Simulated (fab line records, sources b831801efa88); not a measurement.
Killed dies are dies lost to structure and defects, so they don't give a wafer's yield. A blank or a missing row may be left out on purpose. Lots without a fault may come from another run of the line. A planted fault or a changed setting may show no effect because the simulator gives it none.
Which tool did it? | flow gf180mcu | 12 lots, 36 wafers sampled, at 6 steps of a route of 602

WHAT THE GAUGES READ, wafer by wafer
GF_CONTACT_RS_MEAS_25: measures by four-point-probe.
lot  | measured     | on            | CONTACT_W_RS (ohm/sq)
L251 | day 15 21:15 | film_metro-02 | 0.388 0.385 0.387
L252 | day 16 04:32 | film_metro-04 | 0.387 0.389 0.383
L254 | day 16 22:19 | film_metro-03 | 0.374 0.375 0.376
L256 | day 17 17:48 | film_metro-03 | 0.380 0.378 0.381
L258 | day 18 23:00 | film_metro-04 | 0.384 0.642 0.382
L268 | day 22 15:53 | film_metro-02 | 0.383 0.381 0.380
L269 | day 22 21:59 | film_metro-04 | 0.387 0.383 0.384
L270 | day 23 06:08 | film_metro-04 | 0.378 0.375 0.379
L271 | day 23 07:03 | film_metro-03 | 0.379 0.380 0.381
L272 | day 23 16:58 | film_metro-03 | 0.372 0.377 0.379
L274 | day 24 03:11 | film_metro-03 | 0.387 0.383 0.386
L273 | day 24 07:09 | film_metro-02 | 0.379 0.380 0.378

GF_CONTACT_THK_MEAS_26: measures by xrf.
lot  | measured     | on            | CONTACT_W_THK (nm)
L251 | day 15 21:22 | film_metro-02 | 298 300 298
L252 | day 16 04:38 | film_metro-04 | 294 292 297
L254 | day 16 22:26 | film_metro-03 | 302 300 302
L256 | day 17 17:55 | film_metro-03 | 296 297 296
L258 | day 18 23:07 | film_metro-04 | 299 179 299
L268 | day 22 16:00 | film_metro-02 | 297 301 301
L269 | day 22 22:06 | film_metro-04 | 294 298 297
L270 | day 23 06:14 | film_metro-04 | 302 304 301
L271 | day 23 07:10 | film_metro-03 | 297 298 296
L272 | day 23 17:05 | film_metro-03 | 302 298 300
L274 | day 24 03:17 | film_metro-03 | 289 293 291
L273 | day 24 07:15 | film_metro-02 | 301 302 302

GF_M4_CD_MEAS_14: target cd 280 nm.
lot  | measured     | on        | cd_nm (nm)
L251 | day 23 02:33 | cd_sem-01 | 281.4 280.5 280.6
L252 | day 23 09:45 | cd_sem-01 | 279.1 278.6 278.9
L254 | day 24 04:08 | cd_sem-02 | 278.8 279.6 278.9
L256 | day 24 22:05 | cd_sem-02 | 282.0 280.3 280.3
L258 | day 26 01:20 | cd_sem-01 | 280.8 280.3 280.6
L268 | day 29 02:41 | cd_sem-01 | 279.6 280.1 279.8
L269 | day 29 10:00 | cd_sem-02 | 279.0 277.2 279.2
L270 | day 29 16:46 | cd_sem-02 | 278.1 279.5 277.8
L271 | day 29 16:55 | cd_sem-02 | 282.2 282.8 282.3
L272 | day 30 02:24 | cd_sem-01 | 279.0 279.5 278.9
L274 | day 30 08:17 | cd_sem-01 | 282.0 282.1 281.3
L273 | day 30 13:34 | cd_sem-02 | 279.9 280.6 281.1

WHICH TOOL RAN EACH LOT (tool, then ch and the chambers of the sampled wafers, then the start)
lot  | GF_CONTACT_CVD_24             | GF_CONTACT_CMP_27             | GF_M4_SPUTTER_02
L251 | cvd_w-01 ch 0,1, day 15 21:08 | cmp-02 ch 0,3, day 15 21:28   | pvd_sputter-03, day 22 03:26
L252 | cvd_w-02 ch 0,1, day 16 04:25 | cmp-02 ch 0,1, day 16 04:41   | pvd_sputter-03, day 22 11:28
L254 | cvd_w-02 ch 0,1, day 16 22:13 | cmp-01 ch 0,1,3, day 16 22:29 | pvd_sputter-04, day 23 04:29
L256 | cvd_w-02 ch 0,1, day 17 17:42 | cmp-02 ch 1,2,3, day 17 17:59 | pvd_sputter-03, day 23 23:53
L258 | cvd_w-02 ch 0,1, day 18 22:54 | cmp-02 ch 0,1,3, day 18 23:27 | pvd_sputter-03, day 25 03:56
L268 | cvd_w-01 ch 0,1, day 22 15:46 | cmp-02 ch 1,2, day 22 16:16   | pvd_sputter-03, day 28 07:19
L269 | cvd_w-02 ch 0,1, day 22 21:52 | cmp-01 ch 0,1,3, day 22 22:09 | pvd_sputter-02, day 28 15:17
L270 | cvd_w-02 ch 0,1, day 23 06:02 | cmp-02 ch 0,1,2, day 23 06:22 | pvd_sputter-04, day 28 21:40
L271 | cvd_w-02 ch 0,1, day 23 06:57 | cmp-02 ch 0,1,3, day 23 07:23 | pvd_sputter-03, day 28 22:05
L272 | cvd_w-02 ch 0,1, day 23 16:51 | cmp-01 ch 2,3, day 23 17:11   | pvd_sputter-04, day 29 07:25
L274 | cvd_w-01 ch 0,1, day 24 03:04 | cmp-01 ch 0,2,3, day 24 03:23 | pvd_sputter-03, day 29 13:39
L273 | cvd_w-01 ch 0,1, day 24 07:02 | cmp-02 ch 0,1,2, day 24 07:17 | pvd_sputter-03, day 29 20:00
- GF_CONTACT_CVD_24: deposits W, target thk 300 nm, time 90.339 s.
- GF_CONTACT_CMP_27: polishes, stops on SiO2, t overpolish 15 s, target thk 0 nm.
- GF_M4_SPUTTER_02: material AlCu, target thk 450 nm, time 23.9 s.

WHAT THE TOOLS THEMSELVES READ (means of the sampled wafers that have a number; where no wafer has one, the mark that the record gives instead)
GF_CONTACT_CVD_24.
lot  | tool     | heater_power_w (W) | susceptor_temp_C (C)
L251 | cvd_w-01 | 798                | 400.07
L252 | cvd_w-02 | 853                | 399.92
L254 | cvd_w-02 | 816                | 400.04
L256 | cvd_w-02 | 857                | 400.01
L258 | cvd_w-02 | 825                | 390.33
L268 | cvd_w-01 | 772                | 399.91
L269 | cvd_w-02 | 832                | 399.82
L270 | cvd_w-02 | 872                | 399.80
L271 | cvd_w-02 | 871                | 400.06
L272 | cvd_w-02 | 873                | 399.94
L274 | cvd_w-01 | 809                | 400.10
L273 | cvd_w-01 | 813                | 400.12

GF_CONTACT_CMP_27.
lot  | tool   | motor_current_A (A) | time_to_endpoint_s (s)
L251 | cmp-02 | 10.3                | 73.1
L252 | cmp-02 | 11.3                | 71.2
L254 | cmp-01 | 11.6                | 70.8
L256 | cmp-02 | 11.0                | 78.0
L258 | cmp-02 | 10.8                | 63.3
L268 | cmp-02 | 12.9                | 73.2
L269 | cmp-01 | 11.6                | 70.3
L270 | cmp-02 | 11.7                | 73.2
L271 | cmp-02 | 10.7                | 73.2
L272 | cmp-01 | 12.2                | 75.2
L274 | cmp-01 | 12.3                | 71.1
L273 | cmp-02 | 12.0                | 76.0

GF_M4_SPUTTER_02.
lot  | tool           | throttle_valve_pct (%)
L251 | pvd_sputter-03 | 29.7
L252 | pvd_sputter-03 | 28.9
L254 | pvd_sputter-04 | 30.9
L256 | pvd_sputter-03 | 29.8
L258 | pvd_sputter-03 | 29.5
L268 | pvd_sputter-03 | 28.9
L269 | pvd_sputter-02 | 30.3
L270 | pvd_sputter-04 | 31.2
L271 | pvd_sputter-03 | 28.4
L272 | pvd_sputter-04 | 29.9
L274 | pvd_sputter-03 | 29.6
L273 | pvd_sputter-03 | 29.4

THE ANSWER, worked out from the rows above alone
Rule: what is usual is taken from the lots themselves. Put in order of their means at a reading, lots are off if they are a third of the lots or fewer, leave a main group of 4 or more, and stand apart from it by a gap of 3 or more times the standard deviation of the main group's means; of several such gaps the widest counts. A main group whose means are all the same, to the digits that the tables above print for the reading, isn't used. A lot without any number at a reading at which 4 lots or more have one is off too. The other lots that the step has rows for count as sound. The gauges are gone through in route order, then the tools' own readings, and for those a lot's mean is taken as printed above. The first step at which some lot is off is used, and at that step the reading that is off furthest; a lot without a number counts as furthest.
Off: L258, at GF_CONTACT_RS_MEAS_25 (CONTACT_W_RS). The main group: mean 0.381 ohm/sq, standard deviation 0.004.
A tool fits if, at a process step before that reading, it ran every lot that is off, and no sound lot after the first of them. The gauges at GF_CONTACT_RS_MEAS_25 aren't tried: what is off there is off at GF_CONTACT_CVD_24 too, on other tools, and a gauge's error can't cause that. None of those tried fits.

WHAT THE SIMULATOR HAD PUT IN
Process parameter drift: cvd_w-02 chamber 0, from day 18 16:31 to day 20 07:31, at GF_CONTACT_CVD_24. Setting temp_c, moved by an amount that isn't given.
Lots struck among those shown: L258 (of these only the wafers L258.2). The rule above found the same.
